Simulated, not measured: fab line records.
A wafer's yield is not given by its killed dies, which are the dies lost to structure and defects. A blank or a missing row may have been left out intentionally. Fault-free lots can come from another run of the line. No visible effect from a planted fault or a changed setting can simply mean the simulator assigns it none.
Which tool is to blame? || flow gf180mcu || 13 lots with 39 wafers sampled at 4 steps, on a route of 602 steps

== WHAT THE GAUGES READ, wafer by wafer ==
GF_V5_RS_MEAS_24: uses a four-point probe to measure. Usual: for V5_W_RS the level is 0.327 ohm/sq and the standard deviation is 0.0055.
{"lot": "L339", "measured": "day 27 11:51", "on": "filmMetro-03", "V5_W_RS (ohm/sq)": "0.331 0.339 0.325", "flag": ""}
{"lot": "L340", "measured": "day 27 17:29", "on": "filmMetro-04", "V5_W_RS (ohm/sq)": "0.334 0.321 0.321", "flag": ""}
{"lot": "L341", "measured": "day 28 04:17", "on": "filmMetro-03", "V5_W_RS (ohm/sq)": "0.335 0.324 0.324", "flag": ""}
{"lot": "L342", "measured": "day 28 08:02", "on": "filmMetro-03", "V5_W_RS (ohm/sq)": "0.323 0.320 0.326", "flag": ""}
{"lot": "L344", "measured": "day 29 00:27", "on": "filmMetro-01", "V5_W_RS (ohm/sq)": "0.332 0.331 0.319", "flag": ""}
{"lot": "L343", "measured": "day 29 02:20", "on": "filmMetro-04", "V5_W_RS (ohm/sq)": "0.324 0.323 0.327", "flag": ""}
{"lot": "L346", "measured": "day 29 16:41", "on": "filmMetro-04", "V5_W_RS (ohm/sq)": "0.322 0.319 0.316", "flag": ""}
{"lot": "L347", "measured": "day 29 23:38", "on": "filmMetro-03", "V5_W_RS (ohm/sq)": "0.335 0.336 0.326", "flag": ""}
{"lot": "L349", "measured": "day 30 15:40", "on": "filmMetro-01", "V5_W_RS (ohm/sq)": "0.334 0.323 0.329", "flag": ""}
{"lot": "L350", "measured": "day 30 21:51", "on": "filmMetro-03", "V5_W_RS (ohm/sq)": "0.317 0.331 0.330", "flag": ""}
{"lot": "L351", "measured": "day 30 23:32", "on": "filmMetro-03", "V5_W_RS (ohm/sq)": "0.324 0.329 0.329", "flag": ""}
{"lot": "L359", "measured": "day 33 06:11", "on": "filmMetro-01", "V5_W_RS (ohm/sq)": "0.323 0.325 0.328", "flag": ""}
{"lot": "L362", "measured": "day 33 16:44", "on": "filmMetro-01", "V5_W_RS (ohm/sq)": "0.323 0.323 0.322", "flag": ""}

GF_PASSIVATION_BOW_MEAS_14. Usual: for PASSIVATION_BOW the level is 133 um and the standard deviation is 9.7.
{"lot": "L339", "measured": "day 29 07:57", "on": "filmMetro-03", "PASSIVATION_BOW (um)": "128 126 135", "flag": ""}
{"lot": "L340", "measured": "day 29 11:58", "on": "filmMetro-02", "PASSIVATION_BOW (um)": "137 137 142", "flag": ""}
{"lot": "L341", "measured": "day 29 21:50", "on": "filmMetro-04", "PASSIVATION_BOW (um)": "123 125 134", "flag": ""}
{"lot": "L342", "measured": "day 30 03:04", "on": "filmMetro-04", "PASSIVATION_BOW (um)": "128 131 134", "flag": ""}
{"lot": "L344", "measured": "day 30 16:55", "on": "filmMetro-04", "PASSIVATION_BOW (um)": "126 130 143", "flag": ""}
{"lot": "L343", "measured": "day 30 19:21", "on": "filmMetro-02", "PASSIVATION_BOW (um)": "122 110 117", "flag": ""}
{"lot": "L346", "measured": "day 31 07:58", "on": "filmMetro-03", "PASSIVATION_BOW (um)": "119 117 115", "flag": ""}
{"lot": "L347", "measured": "day 31 15:45", "on": "filmMetro-02", "PASSIVATION_BOW (um)": "138 140 142", "flag": ""}
{"lot": "L349", "measured": "day 32 06:31", "on": "filmMetro-02", "PASSIVATION_BOW (um)": "134 138 151", "flag": ""}
{"lot": "L350", "measured": "day 32 12:41", "on": "filmMetro-03", "PASSIVATION_BOW (um)": "123 129 134", "flag": ""}
{"lot": "L351", "measured": "day 32 13:24", "on": "filmMetro-03", "PASSIVATION_BOW (um)": "128 121 128", "flag": ""}
{"lot": "L359", "measured": "day 34 16:11", "on": "filmMetro-04", "PASSIVATION_BOW (um)": "131 136 130", "flag": ""}
{"lot": "L362", "measured": "day 35 02:28", "on": "filmMetro-04", "PASSIVATION_BOW (um)": "142 130 130", "flag": ""}

== TOOL THAT RAN EACH LOT (tool first, then ch and the chambers of the sampled wafers, then the start) ==
{"lot": "L339", "GF_V5_SPUTTER_21": "pvdSputter-02, day 27 11:38", "GF_TOP_METAL_SPUTTER_04": "pvdSputter-03, day 27 12:31"}
{"lot": "L340", "GF_V5_SPUTTER_21": "pvdSputter-02, day 27 17:15", "GF_TOP_METAL_SPUTTER_04": "pvdSputter-04, day 27 18:08"}
{"lot": "L341", "GF_V5_SPUTTER_21": "pvdSputter-04, day 28 04:02", "GF_TOP_METAL_SPUTTER_04": "pvdSputter-02, day 28 04:55"}
{"lot": "L342", "GF_V5_SPUTTER_21": "pvdSputter-02, day 28 07:49", "GF_TOP_METAL_SPUTTER_04": "pvdSputter-04, day 28 08:43"}
{"lot": "L344", "GF_V5_SPUTTER_21": "pvdSputter-02, day 29 00:11", "GF_TOP_METAL_SPUTTER_04": "pvdSputter-03, day 29 01:04"}
{"lot": "L343", "GF_V5_SPUTTER_21": "pvdSputter-01, day 29 02:08", "GF_TOP_METAL_SPUTTER_04": "pvdSputter-04, day 29 03:01"}
{"lot": "L346", "GF_V5_SPUTTER_21": "pvdSputter-04, day 29 16:27", "GF_TOP_METAL_SPUTTER_04": "pvdSputter-02, day 29 17:20"}
{"lot": "L347", "GF_V5_SPUTTER_21": "pvdSputter-02, day 29 23:25", "GF_TOP_METAL_SPUTTER_04": "pvdSputter-04, day 30 00:19"}
{"lot": "L349", "GF_V5_SPUTTER_21": "pvdSputter-01, day 30 15:26", "GF_TOP_METAL_SPUTTER_04": "pvdSputter-04, day 30 16:19"}
{"lot": "L350", "GF_V5_SPUTTER_21": "pvdSputter-02, day 30 21:36", "GF_TOP_METAL_SPUTTER_04": "pvdSputter-04, day 30 22:29"}
{"lot": "L351", "GF_V5_SPUTTER_21": "pvdSputter-01, day 30 23:20", "GF_TOP_METAL_SPUTTER_04": "pvdSputter-03, day 31 00:13"}
{"lot": "L359", "GF_V5_SPUTTER_21": "pvdSputter-02, day 33 05:58", "GF_TOP_METAL_SPUTTER_04": "pvdSputter-03, day 33 06:52"}
{"lot": "L362", "GF_V5_SPUTTER_21": "pvdSputter-01, day 33 16:30", "GF_TOP_METAL_SPUTTER_04": "pvdSputter-03, day 33 17:23"}
- GF_V5_SPUTTER_21: material Ti, target thk 15 nm, time 80.02 s.
- GF_TOP_METAL_SPUTTER_04: material TiN, target thk 25 nm, time 20.8 s.

== AS READ BY THE TOOLS THEMSELVES (means over the sampled wafers that have a number; for cases with no such wafer, the mark the record gives instead) ==
GF_V5_SPUTTER_21. Usual: throttleValvePct 29.5 %, standard deviation 0.87.
{"lot": "L339", "tool": "pvdSputter-02", "throttleValvePct (%)": 29.0, "flag": ""}
{"lot": "L340", "tool": "pvdSputter-02", "throttleValvePct (%)": 29.8, "flag": ""}
{"lot": "L341", "tool": "pvdSputter-04", "throttleValvePct (%)": 29.2, "flag": ""}
{"lot": "L342", "tool": "pvdSputter-02", "throttleValvePct (%)": 29.7, "flag": ""}
{"lot": "L344", "tool": "pvdSputter-02", "throttleValvePct (%)": 29.1, "flag": ""}
{"lot": "L343", "tool": "pvdSputter-01", "throttleValvePct (%)": 30.3, "flag": ""}
{"lot": "L346", "tool": "pvdSputter-04", "throttleValvePct (%)": 29.1, "flag": ""}
{"lot": "L347", "tool": "pvdSputter-02", "throttleValvePct (%)": 29.7, "flag": ""}
{"lot": "L349", "tool": "pvdSputter-01", "throttleValvePct (%)": 30.3, "flag": ""}
{"lot": "L350", "tool": "pvdSputter-02", "throttleValvePct (%)": 29.3, "flag": ""}
{"lot": "L351", "tool": "pvdSputter-01", "throttleValvePct (%)": 30.3, "flag": ""}
{"lot": "L359", "tool": "pvdSputter-02", "throttleValvePct (%)": 29.4, "flag": ""}
{"lot": "L362", "tool": "pvdSputter-01", "throttleValvePct (%)": 30.0, "flag": ""}

GF_TOP_METAL_SPUTTER_04. Usual: throttleValvePct 29.5 %, standard deviation 0.93.
{"lot": "L339", "tool": "pvdSputter-03", "throttleValvePct (%)": 29.1, "flag": ""}
{"lot": "L340", "tool": "pvdSputter-04", "throttleValvePct (%)": 29.0, "flag": ""}
{"lot": "L341", "tool": "pvdSputter-02", "throttleValvePct (%)": 29.2, "flag": ""}
{"lot": "L342", "tool": "pvdSputter-04", "throttleValvePct (%)": 29.3, "flag": ""}
{"lot": "L344", "tool": "pvdSputter-03", "throttleValvePct (%)": 30.4, "flag": ""}
{"lot": "L343", "tool": "pvdSputter-04", "throttleValvePct (%)": 29.1, "flag": ""}
{"lot": "L346", "tool": "pvdSputter-02", "throttleValvePct (%)": 28.9, "flag": ""}
{"lot": "L347", "tool": "pvdSputter-04", "throttleValvePct (%)": 29.3, "flag": ""}
{"lot": "L349", "tool": "pvdSputter-04", "throttleValvePct (%)": 29.2, "flag": ""}
{"lot": "L350", "tool": "pvdSputter-04", "throttleValvePct (%)": 29.3, "flag": ""}
{"lot": "L351", "tool": "pvdSputter-03", "throttleValvePct (%)": 30.0, "flag": ""}
{"lot": "L359", "tool": "pvdSputter-03", "throttleValvePct (%)": 29.7, "flag": ""}
{"lot": "L362", "tool": "pvdSputter-03", "throttleValvePct (%)": 29.5, "flag": ""}

== THE ANSWER, worked out from the rows above alone ==
Rule: a lot counts as off when the mean over its wafers that have a number is more than 3 standard deviations away from the usual mean. A lot without any number at a reading at which 4 lots or more have one is off too. The other lots that the step has rows for count as sound. After the gauges, taken in route order, come the tools' own readings; for these a lot's mean is taken, as printed above. The first step at which some lot is off is used, and at that step the reading that is off furthest; a lot without a number counts as furthest.
No lot is off at any reading shown: from this, nothing can be told.

== WHAT THE SIMULATOR HAD PUT IN ==
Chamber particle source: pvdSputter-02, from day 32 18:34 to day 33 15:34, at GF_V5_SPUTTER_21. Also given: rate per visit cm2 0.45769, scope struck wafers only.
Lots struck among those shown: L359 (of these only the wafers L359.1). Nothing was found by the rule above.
